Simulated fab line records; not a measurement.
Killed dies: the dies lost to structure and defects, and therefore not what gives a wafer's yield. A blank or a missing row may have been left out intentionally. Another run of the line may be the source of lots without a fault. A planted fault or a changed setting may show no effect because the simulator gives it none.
Code-filled problem report in 8D (eight disciplines) form | flow gf180mcu | the parts of the form that need people (team, actions taken, sign-off) are left out

## 1. THE PROBLEM
Wafers with no fault read 398.0 W with a standard deviation of 1.5, whereas rf fwd power W at GF_HV_LDD_ETCHBACK_58 reads a mean of 557.9 W on 1 wafer of 1 lot. So: +99 or more standard deviations from the usual mean.
The step: etches Si3N4 in CH3F/O2, stops on SiO2, time 100 s, target depth 90 nm.
The first sign was on wafer L640.5 at day 16 12:49, on rie diel-03. At this step, 39 wafers from 13 lots have a number in the record. Rule for "out" (also "out of limits"): further than 4 standard deviations from the usual mean. Any other wafer with a number is counted as sound.

## 2. WHAT IT IS; WHAT IT IS NOT
question                    | is                | is not
which readings at this step | rf fwd power W    | drypump motor current A, oes product au, throttle valve pct
which lots                  | L640              | L631, L632, L633, L636, L642, L643, L644, L648, L650, L651, L652, L653
which wafers of those lots  | L640.5            | L640.4, L640.6
read on which tools         | rie diel-03       | rie diel-01, rie diel-04
when                        | from day 16 12:49 | up to then (14 sound wafers); but 24 sound wafers of L642, L643, L644, L648, L650, L651, L652, L653 came after

## 3. WHAT RULES OUT EACH SUSPECT
Counting: a tool at a process step up to the reading stays a suspect if it ran every lot that is out. Sound lots after the first of them don't rule it out here, since some wafers of a struck lot are sound.
- rie diel-03 at GF_HV_LDD_ETCHBACK_58 (etches Si3N4 in CH3F/O2, stops on SiO2, time 100 s, target depth 90 nm): kept. It ran the lot that is out, L640 (day 16 12:49); its last sound lot up to then is L633 (day 13 09:31). Out on those wafers are its own readings of rf fwd power W.
- At GF_HV_LDD_ETCHBACK_58, inside rie diel-03: chamber 0 took the wafers that are out, while their sound lot-mates went through chambers 2, 3.
After counting, what remains is rie diel-03 at GF_HV_LDD_ETCHBACK_58.

## 4. THE CAUSE (what the simulator had put in)
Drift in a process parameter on rie diel-03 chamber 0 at GF_HV_LDD_ETCHBACK_58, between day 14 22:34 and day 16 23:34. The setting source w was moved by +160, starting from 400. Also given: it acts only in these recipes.
After counting, this tool was the only one left.

## 5. THE EFFECT CHAIN, in route order
One row per reading whose mean, taken over the struck wafers that have a number, lies over 3 standard deviations from the usual. Scope: only readings with a usual standard deviation given in the record; hours: median across lots of the time from each lot's start at the first step in this table that gives one to its start at this step; sigmas: change in usual standard deviations.
hours | step                    | reading         | usual   | on struck wafers | change | sigmas
0     | GF_HV_LDD_ETCHBACK_58   | rf fwd power W  | 398.0 W | 557.9            | +159.9 | +99 or more
385   | GF_PASSIVATION_PROBE_99 | killed at other | 0.1     | 1.0              | +0.9   | +3.3
The process steps in it:
- GF_HV_LDD_ETCHBACK_58: etches Si3N4 in CH3F/O2, stops on SiO2, time 100 s, target depth 90 nm.
- GF_PASSIVATION_PROBE_99

## 6. HOW IT WOULD HAVE BEEN CAUGHT EARLIER
38 hours passed between the start of the fault at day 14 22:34 and the first reading out of limits in this record, taken at day 16 12:49.
